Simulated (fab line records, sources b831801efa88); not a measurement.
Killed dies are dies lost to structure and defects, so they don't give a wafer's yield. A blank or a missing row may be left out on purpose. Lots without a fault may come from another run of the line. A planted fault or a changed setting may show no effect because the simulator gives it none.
Chamber matching | flow gf180mcu | GF_V3_CVD_00 on hdpcvd-02: 3 sister chambers
The step deposits SiO2, target thk 600 nm, time 100 s. 14 wafers are shown with their chamber, then 7 later ones without.

WAFERS WITH THEIR CHAMBER
wafer  | chamber | sih4_flow_sccm (sccm)
L137.2 | 1       | 59.90
L137.3 | 2       | 60.14
L137.4 | 2       | 59.85
L139.1 | 2       | 59.87
L139.3 | 0       | 59.69
L139.5 | 0       | 59.97
L140.1 | 1       | 60.06
L140.3 | 0       | 59.82
L140.6 | 0       | 60.01
L144.1 | 0       | 60.04
L144.5 | 1       | 59.89
L144.6 | 0       | 59.83
L156.2 | 2       | 60.03
L156.5 | 2       | 59.83

SIGNATURES (means of the wafers above)
reading        | chamber 0 | chamber 1 | chamber 2 | scatter within a chamber
sih4_flow_sccm | 59.8933   | 59.9500   | 59.9440   | 0.129
Rule: a wafer's distance from a chamber is the root of the sum, over the readings, of the square of ((its reading less the chamber's mean) divided by the reading's scatter). The wafer belongs to the nearest chamber; if the next one is less than 2 further off, it can't be placed. The scatter: the root of (the sum of the squares of (reading less its chamber's mean) over the shown wafers, divided by (wafers less chambers)).

WAFERS WITHOUT THEIR CHAMBER
wafer  | sih4_flow_sccm (sccm)
L156.6 | 59.90
L157.3 | 59.46
L157.4 | 59.51
L157.5 | 59.90
L158.1 | 60.08
L158.2 | 60.01
L158.3 | 60.15

WHICH CHAMBER EACH WENT THROUGH
wafer  | from the rows above          | in truth
L156.6 | can't be placed: 0 or 2 or 1 | 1
L157.3 | can't be placed: 0 or 2 or 1 | 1
L157.4 | can't be placed: 0 or 2 or 1 | 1
L157.5 | can't be placed: 0 or 2 or 1 | 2
L158.1 | can't be placed: 1 or 2 or 0 | 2
L158.2 | can't be placed: 1 or 2 or 0 | 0
L158.3 | can't be placed: 1 or 2 or 0 | 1
Placed correctly: 0 of 7. Can't be placed from these rows: 7 (the true chamber is among the candidates in 7). Placed wrongly: 0.
